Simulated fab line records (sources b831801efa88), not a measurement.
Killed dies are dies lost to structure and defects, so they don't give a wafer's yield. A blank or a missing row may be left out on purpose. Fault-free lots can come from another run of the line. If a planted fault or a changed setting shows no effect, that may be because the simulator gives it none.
A struck lot beside a sound one ; flow gf180mcu ; 16 out of 602 route steps
Sound: the wafers L483.1, L483.4, L483.5. Wafers L490.1, L490.4, L490.5 were the ones struck. The cause is given at the end.
Each step with rows lists, per side, the tool, then ch with its chambers, then its first start. Under that, the readings that differ: sound wafers ; struck wafers ; difference of the means ; sigmas: that difference in standard deviations of wafers without a fault.
alike: words and numbers the same on both sides, and readings whose means are apart by under 2 such deviations; not compared: readings that were withheld, readings missing a value for some wafer, numbers with overlapping values and no deviation given by the record, and bounds like >300 which may hide the same value.
Wherever a step has rows on one side only, a row that says differs or no value, or a row with sigmas, the two part there. Numbers that have no deviation but don't overlap get no sigmas and don't part them. Lack of a reading on every wafer of one side parts them only where that side has two or more wafers.

GF_VT_IMPLANT_OVL_MEAS_18:
  sound on overlay-02, day 7 00:07; struck on overlay-01, day 8 16:31
  alike: VT_IMPLANT_01_OVL
after that, 1 step had no rows for these wafers: GF_VT_IMPLANT_IMPLANT_19.
GF_VT_IMPLANT_STRIP_20: strips in O2/N2.
  sound on plasma-asher-04 ch 0,1, day 7 00:18; struck on plasma-asher-01 ch 0,1, day 8 16:43
  alike: drypump-motor-current-A, heater-power-w, oes-product-au, strip-time-to-endpoint-s
  not compared: rf-hours-counter-h
GF_VT_IMPLANT_TW_MEAS_21:
  sound on film-metro-02, day 7 00:24; struck on film-metro-01, day 8 16:49
  alike: VT_IMPLANT_2_TW
then, 7 steps without rows for these wafers: GF_VT_IMPLANT_DEHYDRATE_22 (time 60 s); GF_VT_IMPLANT_HMDS_23 (prime time 60 s); GF_VT_IMPLANT_COAT_24 (resist thk 1000 nm); GF_VT_IMPLANT_SOFTBAKE_25 (time 60 s); GF_VT_IMPLANT_EXPOSE_26 (exposes mask LVPWELL HV AREA, target cd 860 nm); GF_VT_IMPLANT_PEB_27; GF_VT_IMPLANT_DEVELOP_28 (develop time 60 s).
GF_VT_IMPLANT_OVL_MEAS_29:
  sound on overlay-02, day 7 16:13; struck on overlay-01, day 9 09:46
  alike: VT_IMPLANT_02_OVL
GF_VT_IMPLANT_IMPLANT_30:
  sound on implanter-02 ch 0, day 7 16:16; struck on implanter-01 ch 0, day 9 09:49
reading;sound;struck;difference;sigmas
implant-ion-amu;11 11 11;31 31 31;+20;
model.implant.rp-nm (nm);79.62 79.62 79.62;31.47 31.47 31.47;-48.15;
model.implant.drp-nm (nm);35.62 35.62 35.62;14.84 14.84 14.84;-20.78;
GF_VT_IMPLANT_STRIP_31: strips in O2/N2.
  sound on plasma-asher-02 ch 0,1, day 7 16:25; struck on plasma-asher-04 ch 1, day 9 09:58
  alike: drypump-motor-current-A, heater-power-w, oes-product-au, strip-time-to-endpoint-s
  not compared: rf-hours-counter-h
GF_VT_IMPLANT_TW_MEAS_32:
  sound on film-metro-01, day 7 16:31; struck on film-metro-02, day 9 10:17
reading;sound;struck;difference;sigmas
VT_IMPLANT_3_TW;265 267 267;519 519 518;+252;+72
  not compared: hold
GF_PASSIVATION_PROBE_99:
  rows exist in the record for the sound wafers here (prober-01, day 29 23:55), none for the struck ones

WHERE THEY PART
Last at GF_PASSIVATION_PROBE_99 as far as this record goes, first at GF_VT_IMPLANT_TW_MEAS_32.

WHY: what had been put in by the simulator
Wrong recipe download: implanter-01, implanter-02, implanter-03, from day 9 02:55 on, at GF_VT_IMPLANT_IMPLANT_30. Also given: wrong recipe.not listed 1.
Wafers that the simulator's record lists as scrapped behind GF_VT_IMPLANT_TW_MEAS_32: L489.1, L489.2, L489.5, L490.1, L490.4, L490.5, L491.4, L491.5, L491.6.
